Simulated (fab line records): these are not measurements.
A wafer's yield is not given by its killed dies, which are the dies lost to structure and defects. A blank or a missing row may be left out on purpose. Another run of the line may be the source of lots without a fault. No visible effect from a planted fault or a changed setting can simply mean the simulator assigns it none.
The tool behind it: which one? | flow gf180mcu | Sampling: 13 lots, 39 wafers, 5 of 602 route steps

WHAT THE GAUGES READ, wafer by wafer
GF_STI_THK_MEAS_24. Usual: for STI_CVD_23_THK the level is 655 nm and the standard deviation is 7.9.
lot  | measured    | on            | STI_CVD_23_THK (nm) | flag
L853 | day 2 03:39 | film_metro-01 | 662 646 664         |
L855 | day 2 16:22 | film_metro-03 | 660 658 667         |
L856 | day 2 20:17 | film_metro-04 | 644 656 660         |
L857 | day 3 00:29 | film_metro-04 | 658 658 678         |
L859 | day 3 10:31 | film_metro-03 | 663 660 659         |
L860 | day 3 16:53 | film_metro-04 | 665 666 653         |
L861 | day 3 20:18 | film_metro-04 | 667 655 664         |
L863 | day 4 07:14 | film_metro-04 | 663 642 648         |
L868 | day 5 08:50 | film_metro-04 | 687 645 658         |
L871 | day 6 00:12 | film_metro-04 | 654 659 662         |
L872 | day 6 09:49 | film_metro-01 | 649 651 640         |
L873 | day 6 12:30 | film_metro-04 | 657 655 649         |
L876 | day 7 02:21 | film_metro-03 | 647 652 642         |

GF_V1_OVL_MEAS_15. Usual: for V1_OVL the level is 3 nm and the standard deviation is 6.1.
lot  | measured     | on         | V1_OVL (nm) | flag
L853 | day 18 02:02 | overlay-01 | 5 9 4       |
L855 | day 18 21:08 | overlay-02 | 4 6 4       |
L856 | day 19 05:30 | overlay-01 | -6 -3 0     |
L857 | day 19 12:52 | overlay-02 | -4 6 4      |
L859 | day 20 08:51 | overlay-02 | 9 1 5       |
L860 | day 20 17:16 | overlay-02 | -2 -2 -4    |
L861 | day 20 23:43 | overlay-01 | 0 0 6       |
L863 | day 21 21:18 | overlay-01 | 2 5 -4      |
L868 | day 23 16:39 | overlay-01 | 7 4 -2      |
L871 | day 24 14:46 | overlay-02 | 7 7 9       |
L872 | day 25 09:34 | overlay-01 | 6 6 3       |
L873 | day 25 10:35 | overlay-02 | -1 1 8      |
L876 | day 26 04:21 | overlay-01 | 8 11 6      |

GF_V2_THK_MEAS_01. Usual: for V2_CVD_00_THK the level is 604 nm and the standard deviation is 8.1.
lot  | measured     | on            | V2_CVD_00_THK (nm) | flag
L853 | day 19 04:47 | film_metro-01 | 590 605 595        |
L855 | day 20 00:06 | film_metro-04 | 593 605 604        |
L856 | day 20 08:21 | film_metro-02 | 602 596 591        |
L857 | day 20 15:59 | film_metro-04 | 600 604 607        |
L859 | day 21 12:29 | film_metro-04 | 607 604 605        |
L860 | day 21 20:24 | film_metro-01 | 600 596 607        |
L861 | day 22 01:56 | film_metro-04 | 601 597 594        |
L863 | day 22 22:48 | film_metro-02 | 603 608 596        |
L868 | day 24 16:52 | film_metro-01 | 605 592 592        |
L871 | day 25 15:05 | film_metro-01 | 622 626 625        |
L872 | day 26 09:08 | film_metro-04 | 604 609 620        |
L873 | day 26 10:01 | film_metro-04 | 590 609 606        |
L876 | day 27 03:28 | film_metro-04 | 599 599 596        |

TOOL THAT RAN EACH LOT (tool first, then ch and the chambers of the sampled wafers, then the start)
lot  | GF_STI_CVD_23                   | GF_V1_SPUTTER_21
L853 | hdpcvd-02 ch 0,2, day 2 03:35   | pvd_sputter-02, day 18 02:44
L855 | hdpcvd-01 ch 0,1, day 2 16:17   | pvd_sputter-02, day 18 21:50
L856 | hdpcvd-01 ch 0,2, day 2 20:12   | pvd_sputter-02, day 19 06:13
L857 | hdpcvd-02 ch 0,2, day 3 00:24   | pvd_sputter-04, day 19 13:36
L859 | hdpcvd-02 ch 1,2, day 3 10:26   | pvd_sputter-01, day 20 09:33
L860 | hdpcvd-02 ch 0,2, day 3 16:47   | pvd_sputter-02, day 20 18:23
L861 | hdpcvd-01 ch 0,1, day 3 20:10   | pvd_sputter-02, day 21 00:45
L863 | hdpcvd-02 ch 0,1,2, day 4 07:09 | pvd_sputter-02, day 21 22:00
L868 | hdpcvd-02 ch 1,2, day 5 08:46   | pvd_sputter-02, day 23 17:21
L871 | hdpcvd-01 ch 0,1,2, day 6 00:07 | pvd_sputter-04, day 24 15:30
L872 | hdpcvd-01 ch 0,2, day 6 09:43   | pvd_sputter-01, day 25 10:16
L873 | hdpcvd-01 ch 0,2, day 6 12:24   | pvd_sputter-04, day 25 11:17
L876 | hdpcvd-01 ch 1,2, day 7 02:16   | pvd_sputter-02, day 26 05:03
- GF_STI_CVD_23: deposits SiO2, target thk 650 nm, time 108.3 s.
- GF_V1_SPUTTER_21: material Ti, target thk 15 nm, time 80.02 s.

WHAT THE TOOLS THEMSELVES READ (means of the sampled wafers that have a number; where no wafer has one, the mark that the record gives instead)
GF_V1_SPUTTER_21. Usual: 30.3 % for throttle_valve_pct, sd 0.64.
lot  | tool           | throttle_valve_pct (%) | flag
L853 | pvd_sputter-02 | 30.0                   |
L855 | pvd_sputter-02 | 30.1                   |
L856 | pvd_sputter-02 | 30.0                   |
L857 | pvd_sputter-04 | 30.7                   |
L859 | pvd_sputter-01 | 31.0                   |
L860 | pvd_sputter-02 | 29.6                   |
L861 | pvd_sputter-02 | 30.0                   |
L863 | pvd_sputter-02 | 30.2                   |
L868 | pvd_sputter-02 | 29.8                   |
L871 | pvd_sputter-04 | 30.8                   |
L872 | pvd_sputter-01 | 30.7                   |
L873 | pvd_sputter-04 | 31.0                   |
L876 | pvd_sputter-02 | 29.8                   |

THE ANSWER, worked out from the rows above alone
Rule: lot off if the mean of its wafers having a number is beyond 3 standard deviations from the usual mean. A lot without any number at a reading at which 4 lots or more have one is off too. Any other lot the step has rows for is counted as sound. After the gauges, taken in route order, come the tools' own readings; for these a lot's mean is taken, as printed above. The first step at which some lot is off is used, and at that step the reading that is off furthest; a lot without a number counts as furthest.
Across all readings shown, no lot is off: no conclusion can be drawn from this.

WHAT WAS PUT IN BY THE SIMULATOR
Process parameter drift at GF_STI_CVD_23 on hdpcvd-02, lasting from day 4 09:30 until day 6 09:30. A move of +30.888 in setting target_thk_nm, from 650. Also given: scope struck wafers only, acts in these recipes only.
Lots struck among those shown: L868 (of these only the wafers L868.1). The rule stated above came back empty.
